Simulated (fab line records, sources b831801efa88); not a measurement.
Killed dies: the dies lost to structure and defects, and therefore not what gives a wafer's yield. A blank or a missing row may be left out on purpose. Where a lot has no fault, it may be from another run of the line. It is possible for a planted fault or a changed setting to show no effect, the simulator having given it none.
8D (eight disciplines) problem report, filled in by code :: flow sky130 :: the parts of the form that need people (team, actions taken, sign-off) are left out

## 1. THE PROBLEM
Wafers free of any fault read 624.9 ohm/sq (standard deviation 1.5) for NWELL_RS at SKY_NWELL_RS_MEAS_29, against a mean of 641.7 ohm/sq on 9 wafers of 3 lots. That is +11 standard deviations from the usual mean.
The step: measures by four-point-probe.
First seen on wafer L336.2, day 10 04:06, on film_metro-02. The record has a number at this step for 39 wafers belonging to 13 lots. Rule for "out" (also "out of limits"): further than 4 standard deviations from the usual mean. The other wafers with a number count as sound.

## 2. WHAT IT IS, AND WHAT IT ISN'T
question: which readings at this step
is: NWELL_RS
is not: -

question: which lots
is: L336, L337, L338
is not: L318, L319, L320, L321, L322, L326, L327, L329, L331, L340

question: which wafers of those lots
is: all that have a number
is not: -

question: read on which gauges
is: film_metro-01, film_metro-02
is not: film_metro-04

question: when
is: from day 10 04:06
is not: up to then (27 sound wafers); but 3 sound wafers of L340 came after

## 3. WHAT RULES OUT EACH SUSPECT
Counting: any tool at a process step up to the reading is kept as a suspect provided that every lot that is out went through it and no sound lot did after the first of them.
- the gauge at SKY_NWELL_RS_MEAS_29 is ruled out. The wafers that are out were read on 2 gauges (film_metro-01, film_metro-02).
- implanter-04 at SKY_NWELL_IMPLANT_13: kept. It ran every lot that is out, first L336 (day 9 06:34), and no sound lot after that; its last sound lot up to then is L331 (day 7 21:01). On those wafers its own readings are out: dose_ions_cm2, faraday_current_uA.
Remaining after the count: implanter-04 at SKY_NWELL_IMPLANT_13.

## 4. THE CAUSE (what the simulator had put in)
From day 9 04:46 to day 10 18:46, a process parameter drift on implanter-04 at SKY_NWELL_IMPLANT_13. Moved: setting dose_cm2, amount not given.
After counting, this tool was the only one left.

## 5. THE CHAIN OF EFFECTS, in route order
Rows list readings where the struck wafers' mean (over those with a number) sits beyond 3 standard deviations from the usual. Readings are gone through only where the record gives a usual standard deviation; hours: the median, over the lots, of the time from a lot's start at the first step in this table giving one to that lot's start at this step; sigmas: the change measured in usual standard deviations.
hours: 0
step: SKY_NWELL_IMPLANT_13
reading: dose_ions_cm2
usual: 7e+11
on struck wafers: 2e+11
change: -5e+11
sigmas: -99 or more

hours: 0
step: SKY_NWELL_IMPLANT_13
reading: faraday_current_uA
usual: 3.94
on struck wafers: 1.24
change: -2.70
sigmas: -34

hours: 23
step: SKY_NWELL_RS_MEAS_29
reading: NWELL_RS
usual: 624.9 ohm/sq
on struck wafers: 641.7
change: +16.8
sigmas: +11
The process steps in it:
- SKY_NWELL_IMPLANT_13
At these later measuring or inspecting steps, every struck wafer for which the step has a row has a number for every such reading, and none has moved that far: SKY_VT_ADJUST_NCORE_CD_MEAS_07, SKY_VT_ADJUST_NCORE_TW_MEAS_11.

## 6. WHAT WOULD HAVE CAUGHT IT SOONER
In this record the first reading out of limits at a measuring or inspecting step was taken at day 10 04:06, 23 hours after the fault began at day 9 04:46.
At SKY_NWELL_IMPLANT_13, the tool's own readings (dose_ions_cm2, faraday_current_uA) were out on each struck wafer the step has a row for, so an alarm limit on them would have fired on the first such wafer.
The start of SKY_NWELL_IMPLANT_13 on implanter-04 came by day 10 04:06 for every one of the lots that are out (3). Had the tool been put on hold then, not one of them would have been saved.
